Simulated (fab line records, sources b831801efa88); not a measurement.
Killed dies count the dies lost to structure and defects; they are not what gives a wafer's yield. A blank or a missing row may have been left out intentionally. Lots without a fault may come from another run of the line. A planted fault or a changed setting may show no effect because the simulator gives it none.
fab line records    flow sky130
record lots=5  wafers=15  last-day=50
route steps=708 shown METAL1@446 VIA1@458
lots with no fault: from the same line, run without faults
start-h: hours from the record's opening day to when the first of the lot's shown wafers began    wait-h: how many hours have passed since the lot's step before this one    " unchanged from the row above    L1.1+2: several wafers, shown together as one row    - value missing, or start not given    * or withheld: withheld    < > ~ a bound
route shown NAME@n: NAME is a module with steps in the file, n the number in the route of the first one    usual: the fault-free wafers' mean and standard deviation    same: alike in all rows    chamber/n: place in a boat    sites: each site's reading    _std_site: standard deviation across them    _edge_site: outer sites' mean less inner sites'    radius-mm: how far each site lies from the wafer's centre    mask NAME#n: copy n    behind: the most recent tool/chamber to have shaped the wafer    hold: cause of the lot's hold/its duration in hours/its outcome    device: names the non-switching transistor (n, p or np)    end of line: the route-end tests of the same wafers    step lacking rows: just its recipe    killed: the dies lost at the first sort to structure and to defects; this is not the yield of the wafer    map: shows each die of a wafer: x if killed, . if not, _ if none is there
set.NAME: the setting the step ran with; set.NAME@STEP: the setting that earlier step ran with    model.NAME: the simulator's own value behind a step, which no gauge read
lots seen at some steps along the route; tables by step, rows by wafer
services: the hour from which a tool's chamber was out of use, counted from the record's first day as start-h (under 0 if before that day), plus the number of hours and why
## steps
# step SKY_METAL1_EXPOSE_12
# recipe mask-id=MM1  na=0.8  source-shape=annular  sigma-inner=0.55  sigma-outer=0.85  target-cd-nm=140  dose-mj=28
# step SKY_METAL1_PEB_13
# recipe peb-temp-c=withheld  peb-time-s=withheld  resist=KrF-thick
# step SKY_METAL1_DEVELOP_14
# recipe develop-time-s=60  resist=KrF-thick  dev-temp-c=21
# step SKY_METAL1_CD_MEAS_15
# recipe target-cd-nm=140
# usual cd-nm=140.1/1.6
lot.wafer  tool       chamber  start-h  wait-h  cd-nm
L530.1     cd-sem-01  -        780.53   -       141.6
L530.4     "          -        "        "       142.2
L530.5     "          -        "        "       142.1
L535.4     cd-sem-02  -        803.51   -       139.4
L535.5     "          -        "        "       138.3
L535.6     "          -        "        "       140.4
L533.2     cd-sem-02  -        804.55   -       141.4
L533.4     "          -        "        "       142.1
L533.5     "          -        "        "       141.7
L550.2     cd-sem-02  -        916.72   -       140.3
L550.3     "          -        "        "       140.3
L550.6     "          -        "        "       139.8
L553.2     cd-sem-02  -        932.05   -       140.9
L553.3     "          -        "        "       141.6
L553.5     "          -        "        "       140.9
# step SKY_METAL1_OVL_MEAS_16
# usual METAL1_OVL=-3/5.2
lot.wafer  tool        chamber  start-h  wait-h  METAL1_OVL[nm]
L530.1     overlay-01  -        780.65   0.1     4
L530.4     "           -        "        "       4
L530.5     "           -        "        "       9
L535.4     overlay-01  -        803.59   0.1     -11
L535.5     "           -        "        "       -4
L535.6     "           -        "        "       -5
L533.2     overlay-01  -        804.65   0.1     -4
L533.4     "           -        "        "       -4
L533.5     "           -        "        "       -9
L550.2     overlay-01  -        916.83   0.1     1
L550.3     "           -        "        "       -1
L550.6     "           -        "        "       2
L553.2     overlay-01  -        932.16   0.1     -4
L553.3     "           -        "        "       -12
L553.5     "           -        "        "       -7
# step SKY_METAL1_DESCUM_17
# recipe chemistry=O2  source-power-w=150  bias-power-w=0  pressure-mtorr=10  temp-c=40  time-s=8
# usual drypump-motor-current-A=5.5/0.39  oes-product-au=1.003/0.013
lot.wafer  tool          chamber  start-h  wait-h  drypump-motor-current-A  oes-product-au  rf-hours-counter-h
L530.1     rie-metal-01  1        780.68   0.0     4.9                      1.010           1
L530.4     "             1        "        "       5.0                      1.007           -
L530.5     "             0        "        "       5.9                      1.017           -
L535.4     rie-metal-03  1        803.62   0.0     5.6                      0.984           -
L535.5     "             0        "        "       5.9                      1.012           -
L535.6     "             1        "        "       5.7                      0.975           -
L533.2     rie-metal-02  0        804.68   0.0     5.8                      1.037           4
L533.4     "             0        "        "       5.8                      1.023           -
L533.5     "             1        "        "       5.0                      1.019           -
L550.2     rie-metal-01  1        916.87   0.0     4.9                      0.994           -
L550.3     "             1        "        "       5.0                      0.992           -
L550.6     "             1        "        "       5.0                      1.003           -
L553.2     rie-metal-01  0        932.19   0.0     5.9                      1.004           0
L553.3     "             0        "        "       5.9                      1.010           -
L553.5     "             0        "        "       5.9                      1.011           -
# step SKY_METAL1_ETCH_18
# recipe chemistry=N2/H2  target=BARC  ion-energy-ev=200  bias-w=100  pressure-mtorr=30  n2-flow-sccm=100  h2-flow-sccm=200  icp-w=500  stop-on=SiO2  time-s=45.9  target-depth-a=600
# usual drypump-motor-current-A=5.5/0.39  oes-product-au=0.854/0.0048  throttle-valve-pct=13.223/0.0091
lot.wafer  tool          chamber  start-h  wait-h  drypump-motor-current-A  oes-product-au  rf-hours-counter-h  throttle-valve-pct
L530.1     rie-metal-01  1        780.72   0.0     5.0                      0.846           1                   13.215
L530.4     "             1        "        "       5.0                      0.857           -                   13.227
L530.5     "             0        "        "       5.9                      0.850           -                   13.230
L535.4     rie-metal-03  1        803.66   0.0     5.6                      0.853           -                   13.212
L535.5     "             0        "        "       5.9                      0.854           -                   13.220
L535.6     "             1        "        "       5.6                      0.850           -                   13.237
L533.2     rie-metal-02  0        804.72   0.0     5.8                      0.861           4                   13.229
L533.4     "             0        "        "       5.8                      0.851           -                   13.218
L533.5     "             1        "        "       5.0                      0.856           -                   13.217
L550.2     rie-metal-01  1        916.95   0.1     5.0                      0.848           -                   13.223
L550.3     "             1        "        "       5.0                      0.849           -                   13.210
L550.6     "             1        "        "       5.0                      0.854           -                   13.219
L553.2     rie-metal-01  0        932.22   0.0     5.9                      0.858           0                   13.220
L553.3     "             0        "        "       5.9                      0.861           -                   13.227
L553.5     "             0        "        "       5.9                      0.852           -                   13.194
# step SKY_METAL1_METAL_ETCH_19
# recipe target-depth-a=3600  stop-on=SiO2  over-etch-frac=0.3  time-s=78  chemistry=Cl2/BCl3  resist-sidewall-deg=88  pressure-mtorr=10  icp-w=900  bias-w=48.5  Cl2_flow_sccm=60  bcl3-flow-sccm=30
# usual drypump-motor-current-A=5.5/0.39  oes-product-au=0.852/0.0061  throttle-valve-pct=22.263/0.0096
lot.wafer  tool          chamber  start-h  wait-h  drypump-motor-current-A  oes-product-au  rf-hours-counter-h  throttle-valve-pct
L530.1     rie-metal-01  1        780.78   0.0     5.0                      0.852           1                   22.262
L530.4     "             1        "        "       4.9                      0.847           -                   22.273
L530.5     "             0        "        "       5.9                      0.843           -                   22.256
L535.4     rie-metal-03  1        803.74   0.1     5.6                      0.854           -                   22.274
L535.5     "             0        "        "       5.9                      0.851           -                   22.270
L535.6     "             1        "        "       5.6                      0.849           -                   22.271
L533.2     rie-metal-02  0        804.78   0.0     5.8                      0.846           4                   22.243
L533.4     "             0        "        "       5.8                      0.850           -                   22.253
L533.5     "             1        "        "       5.0                      0.848           -                   22.276
L550.2     rie-metal-01  1        917.08   0.1     5.0                      0.848           -                   22.261
L550.3     "             1        "        "       5.0                      0.851           -                   22.251
L550.6     "             1        "        "       5.0                      0.849           -                   22.257
L553.2     rie-metal-01  0        932.28   0.0     5.9                      0.856           0                   22.265
L553.3     "             0        "        "       5.9                      0.856           -                   22.260
L553.5     "             0        "        "       5.9                      0.853           -                   22.276
# step SKY_METAL1_STRIP_20
# recipe chemistry=O2/N2  power-w=1400  pressure-mtorr=1500  platen-temp-c=withheld  o2-flow-sccm=3000  n2-flow-sccm=300  overash-fraction=0.5
# usual drypump-motor-current-A=5.9/0.41  oes-product-au=0.342/0.0049  strip-time-to-endpoint-s=2.68/0.066
lot.wafer  tool             chamber  start-h  wait-h  drypump-motor-current-A  oes-product-au  rf-hours-counter-h  strip-time-to-endpoint-s
L530.1     plasma-asher-04  1        780.87   0.1     5.4                      0.338           61                  2.69
L530.4     "                1        "        "       5.4                      0.340           -                   2.66
L530.5     "                1        "        "       5.4                      0.341           -                   2.63
L535.4     plasma-asher-04  0        803.83   0.1     6.6                      0.342           -                   2.75
L535.5     "                1        "        "       5.4                      0.341           -                   2.60
L535.6     "                0        "        "       6.6                      0.341           -                   2.74
L533.2     plasma-asher-03  1        804.87   0.1     5.6                      0.341           33                  2.62
L533.4     "                0        "        "       6.1                      0.343           -                   2.60
L533.5     "                1        "        "       5.6                      0.347           -                   2.66
L550.2     plasma-asher-03  1        917.23   0.1     5.6                      0.345           43                  2.76
L550.3     "                1        "        "       5.6                      0.340           -                   2.71
L550.6     "                0        "        "       6.0                      0.341           -                   2.75
L553.2     plasma-asher-03  0        932.37   0.1     6.0                      0.349           44                  2.64
L553.3     "                0        "        "       6.0                      0.349           -                   2.64
L553.5     "                1        "        "       5.6                      0.345           -                   2.65
# step SKY_METAL1_STRIP_21
# recipe chemistry=post-etch-residue-remover  time-s=1200  temp-c=72.5
# step SKY_METAL1_CLEAN_22
# recipe chemistry=IPA  time-s=180  temp-c=25
# step SKY_METAL1_CLEAN_23
# recipe chemistry=O3/DIW  dry=n2-spin
# step SKY_VIA1_HDPCVD_00
# recipe material=SiO2  target-thk-nm=1030  sigma-open-frac=0.3  time-s=171.7  temp-c=400  sih4-flow-sccm=60  pressure-mtorr=6
# usual run-length-s=199.7/0.66
lot.wafer  tool       chamber  start-h  wait-h  run-length-s  model.SiO2_of_VIA1_HDPCVD_00.thk-nm
L530.1     hdpcvd-02  1        781.46   0.0     199.6         1033
L530.4     "          0        "        "       198.8         1034
L530.5     "          1        "        "       199.8         1031
L535.4     hdpcvd-02  0        804.47   0.1     198.4         1030
L535.5     "          2        "        "       199.7         1038
L535.6     "          1        "        "       199.6         1017
L533.2     hdpcvd-01  1        805.49   0.0     199.4         1034
L533.4     "          1        "        "       199.6         1040
L533.5     "          0        "        "       200.3         1035
L550.2     hdpcvd-02  1        917.82   0.0     200.2         1031
L550.3     "          2        "        "       199.5         1026
L550.6     "          2        "        "       238.6         1256
L553.2     hdpcvd-01  0        933.02   0.0     199.7         1036
L553.3     "          2        "        "       200.3         1035
L553.5     "          0        "        "       199.7         1035
# step SKY_VIA1_THK_MEAS_01
# recipe reads=SiO2_of_VIA1_HDPCVD_00
# usual VIA1_HDPCVD_THK=1031/13
lot.wafer  tool           chamber  start-h  wait-h  VIA1_HDPCVD_THK[nm]
L530.1     film-metro-01  -        781.57   0.1     1033
L530.4     "              -        "        "       1033
L530.5     "              -        "        "       1031
L535.4     film-metro-04  -        804.56   0.0     1030
L535.5     "              -        "        "       1038
L535.6     "              -        "        "       1017
L533.2     film-metro-02  -        805.61   0.1     1033
L533.4     "              -        "        "       1039
L533.5     "              -        "        "       1035
L550.2     film-metro-02  -        917.94   0.1     1031
L550.3     "              -        "        "       1026
L550.6     "              -        "        "       1257
L553.2     film-metro-04  -        933.14   0.1     1037
L553.3     "              -        "        "       1035
L553.5     "              -        "        "       1034
# step SKY_VIA1_CMP_02
# recipe material=SiO2  down-force-psi=4  platen-rpm=60  pad-velocity-m-s=0.94248
# usual motor-current-A=11.7/1.2  slurry-flow-ml-min=150.0/0.43
lot.wafer  tool    chamber  start-h  wait-h  motor-current-A  slurry-flow-ml-min
L530.4     cmp-02  0        781.63   0.0     11.1             149.3
L530.1     "       1        "        "       9.2              149.9
L530.5     "       0        "        "       11.8             150.4
L535.4     cmp-02  0        804.72   0.1     11.5             149.7
L535.5     "       0        "        "       10.9             149.5
L535.6     "       1        "        "       9.8              150.1
L533.2     cmp-02  3        805.66   0.0     11.5             150.0
L533.4     "       0        "        "       11.2             149.6
L533.5     "       0        "        "       10.9             150.1
L550.2     cmp-02  1        917.99   0.0     9.8              150.2
L550.3     "       2        "        "       12.6             150.2
L550.6     "       2        "        "       12.8             150.5
L553.3     cmp-02  0        933.24   0.1     12.0             150.4
L553.2     "       2        "        "       12.4             150.6
L553.5     "       0        "        "       11.3             150.3
## services
tool             chamber  start-h  hours  kind
cmp-02           -        819.59   3.8    repair
hdpcvd-01        2        821.22   9.7    repair
rie-metal-01     1        828.53   4.4    repair
rie-metal-01     1        844.19   2.4    repair
plasma-asher-03  -        857.92   4.0    repair
rie-metal-03     -        870.39   2.8    pm
plasma-asher-03  -        874.41   15.6   pm
hdpcvd-02        -        890.30   0.8    pm
rie-metal-02     -        895.91   0.3    repair
rie-metal-03     0        895.96   -      clean
rie-metal-03     0        895.96   18.7   scheduled-down
rie-metal-03     0        895.96   18.7   vent-cycle
rie-metal-01     0        904.23   -      clean
rie-metal-01     0        904.23   21.7   scheduled-down
rie-metal-01     0        904.23   21.7   vent-cycle
hdpcvd-01        -        906.53   0.3    repair
## key
first-sign step=SKY_VIA1_HDPCVD_00  reading=run-length-s  direction=up  sigmas=59  usual=*  struck=*
effect step=SKY_VIA1_THK_MEAS_01  reading=VIA1_HDPCVD_THK  direction=up  sigmas=17  usual=1031  struck=1257
model-effect step=SKY_VIA1_HDPCVD_00  value=SiO2_of_VIA1_HDPCVD_00.thk-nm  without=1025  struck=1256
met-at SKY_VIA1_HDPCVD_00
struck-wafers L550.6
onset-between 804.47 917.82
fault kind=process-parameter-drift  tool=hdpcvd-02  chamber=-  onset-h=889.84  steps=SKY_VIA1_HDPCVD_00  channel=time-s  offset=*  shape=step  end-h=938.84  scope=struck-wafers-only  acts-in=*  stated=*
